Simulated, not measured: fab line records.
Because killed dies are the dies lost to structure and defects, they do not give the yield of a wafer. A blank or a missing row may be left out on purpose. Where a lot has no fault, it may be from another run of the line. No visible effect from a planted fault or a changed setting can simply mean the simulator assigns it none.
The same fault as seen by 2 desks / flow gf180mcu / only its own numbers are on each desk; what lay behind them is given at the end

## FROM THE METROLOGY DESK
Lot by lot, what the gauges showed, no matter which tool ran the lot: averages of those sampled wafers that carry a number. The brackets show how far a lot's mean lies from the usual mean; more than 4 standard deviations puts the lot out of limits, marked OUT.
Columns: A = cd-nm at GF_M1_CD_MEAS_14, usual 229.8 nm; B = V1_W_RS at GF_V1_RS_MEAS_24, usual 0.329 ohm/sq; C = V1_W_THK at GF_V1_THK_MEAS_25, usual 341 nm
lot=L957; first seen here=day 17 13:00; A=229.1; B=0.332; C=340
lot=L958; first seen here=day 17 21:53; A=229.5; B=0.325; C=347
lot=L959; first seen here=day 18 16:13; A=230.9; B=0.332; C=340
lot=L961; first seen here=day 18 18:04; A=229.3; B=0.327; C=345
lot=L963; first seen here=day 19 15:53; A=229.0; B=0.324; C=344
lot=L965; first seen here=day 20 12:46; A=229.2; B=0.330; C=338
lot=L966; first seen here=day 20 19:55; A=228.7; B=0.339; C=329
lot=L969; first seen here=day 22 09:22; A=229.7; B=0.339; C=330
lot=L975; first seen here=day 23 21:00; A=230.3; B=0.330; C=339
lot=L977; first seen here=day 24 16:16; A=230.6; B=0.337; C=336
lot=L978; first seen here=day 25 00:52; A=230.3; B=0.327; C=343
lot=L979; first seen here=day 25 09:33; A=229.2; B=0.332; C=337
This desk's verdict: no lot among the 12 shows anything out of limits.

## AT THE TOOL OWNER'S DESK: cvd-w-02
The tool's own readings at GF_V1_CVD_23 (deposits W, target thk 350 nm, time 105.05 s): means of the sampled wafers that have a number, for each lot that ran on this tool. The brackets show how far a lot's mean lies from the usual mean; more than 4 standard deviations puts the lot out of limits, marked OUT.
Columns: A = heater-power-w at GF_V1_CVD_23, usual 882 W
lot=L958; first seen here=day 18 23:48; A=948
lot=L963; first seen here=day 20 18:50; A=933
lot=L966; first seen here=day 21 22:05; A=942
lot=L969; first seen here=day 23 11:29; A=938
lot=L978; first seen here=day 26 00:28; A=951
This desk's verdict: no lot among the 5 shows anything out of limits.

## ALL TOGETHER
At the metrology desk, nothing out of limits was observed.
Nothing out of limits was seen by the tool owner's desk.

## WHAT THE SIMULATOR PUT IN
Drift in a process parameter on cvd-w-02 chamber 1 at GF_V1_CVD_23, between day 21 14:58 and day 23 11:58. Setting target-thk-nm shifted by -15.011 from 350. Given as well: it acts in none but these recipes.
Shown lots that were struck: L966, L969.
